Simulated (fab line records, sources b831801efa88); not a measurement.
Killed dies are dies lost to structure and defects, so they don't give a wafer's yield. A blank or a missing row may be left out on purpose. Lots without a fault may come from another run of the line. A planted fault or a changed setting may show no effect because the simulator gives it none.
Which tool did it? | flow sky130 | 11 lots, 33 wafers sampled, at 5 steps of a route of 708

WHAT THE GAUGES READ, wafer by wafer
SKY_LDD_N_TW_MEAS_17.
lot  | measured     | on            | LDD_N_TW
L265 | day 18 08:31 | film_metro-03 | 2595 2596 2583
L267 | day 19 01:49 | film_metro-02 | 2618 2610 2610
L269 | day 20 00:18 | film_metro-01 | 2584 2576 2593
L268 | day 20 05:15 | film_metro-01 | 2578 2585 2578
L273 | day 21 17:01 | film_metro-03 | 2598 2601 2599
L276 | day 22 15:24 | film_metro-02 | 2591 2597 2599
L279 | day 23 16:43 | film_metro-03 | 2549 2530 2529
L281 | day 24 11:55 | film_metro-01 | 2591 2595 2601
L282 | day 24 20:06 | film_metro-02 | 2567 2556 2554
L285 | day 25 16:30 | film_metro-02 | 2605 2601 2601
L286 | day 25 22:48 | film_metro-03 | 2613 2599 2608

SKY_LI_CONTACT_OVL_MEAS_13.
lot  | measured     | on         | LI_CONTACT_OVL (nm)
L265 | day 29 16:23 | overlay-02 | -15 -10 -2
L267 | day 30 12:44 | overlay-01 | 6 3 6
L269 | day 31 04:56 | overlay-02 | 6 8 11
L268 | day 31 15:29 | overlay-01 | 1 3 -5
L273 | day 32 16:59 | overlay-01 | -3 -4 2
L276 | day 33 13:05 | overlay-02 | 1 -9 3
L279 | day 34 11:22 | overlay-01 | -10 -3 -10
L281 | day 35 05:43 | overlay-01 | -3 -8 -10
L282 | day 35 10:50 | overlay-01 | -12 -5 -6
L285 | day 36 06:38 | overlay-02 | 4 -6 7
L286 | day 36 11:32 | overlay-01 | -6 -9 -1

WHICH TOOL RAN EACH LOT (tool, then ch and the chambers of the sampled wafers, then the start)
lot  | SKY_FIELD_ISO_ETCH_15             | SKY_LDD_N_IMPLANT_09            | SKY_LDD_N_STRIP_16
L265 | rie_diel-04 ch 2,3, day 2 14:17   | implanter-03 ch 0, day 18 07:22 | plasma_asher-03 ch 0,1, day 18 08:24
L267 | rie_diel-04 ch 1,2,3, day 3 01:03 | implanter-02 ch 0, day 19 00:40 | plasma_asher-02 ch 0,1, day 19 01:42
L269 | rie_diel-04 ch 0,1, day 3 13:15   | implanter-04 ch 0, day 19 23:09 | plasma_asher-02 ch 0,1, day 20 00:12
L268 | rie_diel-03 ch 1,2,3, day 3 13:29 | implanter-04 ch 0, day 20 04:06 | plasma_asher-04 ch 0,1, day 20 05:09
L273 | rie_diel-04 ch 1,3, day 4 09:17   | implanter-03 ch 0, day 21 15:54 | plasma_asher-02 ch 0,1, day 21 16:56
L276 | rie_diel-04 ch 1,2, day 5 00:29   | implanter-02 ch 0, day 22 14:15 | plasma_asher-02 ch 0,1, day 22 15:18
L279 | rie_diel-04 ch 0,2,3, day 5 16:56 | implanter-04 ch 0, day 23 15:34 | plasma_asher-03 ch 0,1, day 23 16:36
L281 | rie_diel-04 ch 0,2, day 6 02:38   | implanter-02 ch 0, day 24 10:46 | plasma_asher-03 ch 0, day 24 11:48
L282 | rie_diel-02 ch 0,2, day 6 08:45   | implanter-04 ch 0, day 24 18:58 | plasma_asher-02 ch 1, day 24 19:59
L285 | rie_diel-03 ch 0,1,2, day 6 23:20 | implanter-03 ch 0, day 25 15:21 | plasma_asher-04 ch 0,1, day 25 16:24
L286 | rie_diel-04 ch 0,1,2, day 7 05:32 | implanter-03 ch 0, day 25 21:40 | plasma_asher-02 ch 1, day 25 22:41
- SKY_FIELD_ISO_ETCH_15: etches the open film in CHF3/O2, stops on Si, target depth 180 nm, time 72 s.
- SKY_LDD_N_IMPLANT_09
- SKY_LDD_N_STRIP_16: strips in O2/N2.

WHAT THE TOOLS THEMSELVES READ (means of the sampled wafers that have a number; where no wafer has one, the mark that the record gives instead)
SKY_FIELD_ISO_ETCH_15.
lot  | tool        | drypump_motor_current_A (A) | oes_product_au (a.u.) | throttle_valve_pct (%)
L265 | rie_diel-04 | 5.3                         | 0.884                 | 8.831
L267 | rie_diel-04 | 5.6                         | 0.891                 | 8.825
L269 | rie_diel-04 | 5.9                         | 0.882                 | 8.828
L268 | rie_diel-03 | 5.4                         | 0.888                 | 8.821
L273 | rie_diel-04 | 5.7                         | 0.885                 | 8.822
L276 | rie_diel-04 | 5.5                         | 0.901                 | 8.817
L279 | rie_diel-04 | 5.2                         | 0.893                 | 8.834
L281 | rie_diel-04 | 5.1                         | 0.889                 | 8.816
L282 | rie_diel-02 | 5.8                         | 0.896                 | 8.829
L285 | rie_diel-03 | 5.7                         | 0.897                 | 8.832
L286 | rie_diel-04 | 5.5                         | 0.890                 | 8.834

SKY_LDD_N_IMPLANT_09.
lot  | tool         | beam_on_s (s) | dose_ions_cm2 | faraday_current_uA
L265 | implanter-03 | 9.89          | 7.5e+13       | 427
L267 | implanter-02 | 9.84          | 7.5e+13       | 428
L269 | implanter-04 | 10.02         | 7.5e+13       | 422
L268 | implanter-04 | 10.15         | 7.5e+13       | 418
L273 | implanter-03 | 9.99          | 7.5e+13       | 423
L276 | implanter-02 | 9.83          | 7.5e+13       | 429
L279 | implanter-04 | 10.09         | 5.0e+13       | 282
L281 | implanter-02 | 10.10         | 7.5e+13       | 418
L282 | implanter-04 | 9.88          | 5.0e+13       | 287
L285 | implanter-03 | 9.93          | 7.5e+13       | 426
L286 | implanter-03 | 9.79          | 7.5e+13       | 431

SKY_LDD_N_STRIP_16.
lot  | tool            | drypump_motor_current_A (A) | oes_product_au (a.u.) | strip_time_to_endpoint_s (s)
L265 | plasma_asher-03 | 6.0                         | 0.405                 | 4.344
L267 | plasma_asher-02 | 6.0                         | 0.408                 | 4.343
L269 | plasma_asher-02 | 6.0                         | 0.405                 | 4.320
L268 | plasma_asher-04 | 5.9                         | 0.410                 | 4.336
L273 | plasma_asher-02 | 6.2                         | 0.406                 | 4.344
L276 | plasma_asher-02 | 6.0                         | 0.402                 | 4.324
L279 | plasma_asher-03 | 6.0                         | 0.408                 | 4.262
L281 | plasma_asher-03 | 6.0                         | 0.407                 | 4.322
L282 | plasma_asher-02 | 6.4                         | 0.404                 | 4.254
L285 | plasma_asher-04 | 5.4                         | 0.406                 | 4.333
L286 | plasma_asher-02 | 6.4                         | 0.402                 | 4.333

THE ANSWER, worked out from the rows above alone
Rule: what is usual is taken from the lots themselves. Put in order of their means at a reading, lots are off if they are a third of the lots or fewer, leave a main group of 4 or more, and stand apart from it by a gap of 3 or more times the standard deviation of the main group's means; of several such gaps the widest counts. A main group whose means are all the same, to the digits that the tables above print for the reading, isn't used. A lot without any number at a reading at which 4 lots or more have one is off too. The other lots that the step has rows for count as sound. The gauges are gone through in route order, then the tools' own readings, and for those a lot's mean is taken as printed above. The first step at which some lot is off is used, and at that step the reading that is off furthest; a lot without a number counts as furthest.
Off: L279, L282, at SKY_LDD_N_IMPLANT_09 (faraday_current_uA). The main group: mean 425, standard deviation 4.4.
A tool fits if, at that step or a process step before it, it ran every lot that is off, and no sound lot after the first of them. One fits: implanter-04 at SKY_LDD_N_IMPLANT_09. Its last sound lot is L268 (day 20 04:06), its first lot that is off L279 (day 23 15:34): a fault that began between those two fits.
The tool's own readings at SKY_LDD_N_IMPLANT_09 bear it out: on the lots that are off they differ by more than 5 times the standard deviation of the sound lots' means. dose_ions_cm2 reads 5.0e+13 there against 7.5e+13 on the sound lots; faraday_current_uA reads 284 there against 425 on the sound lots.

WHAT THE SIMULATOR HAD PUT IN
Process parameter drift: implanter-04, from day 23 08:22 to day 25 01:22, at SKY_LDD_N_IMPLANT_09. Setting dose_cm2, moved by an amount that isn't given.
Lots struck among those shown: L279, L282. The rule above found the same.
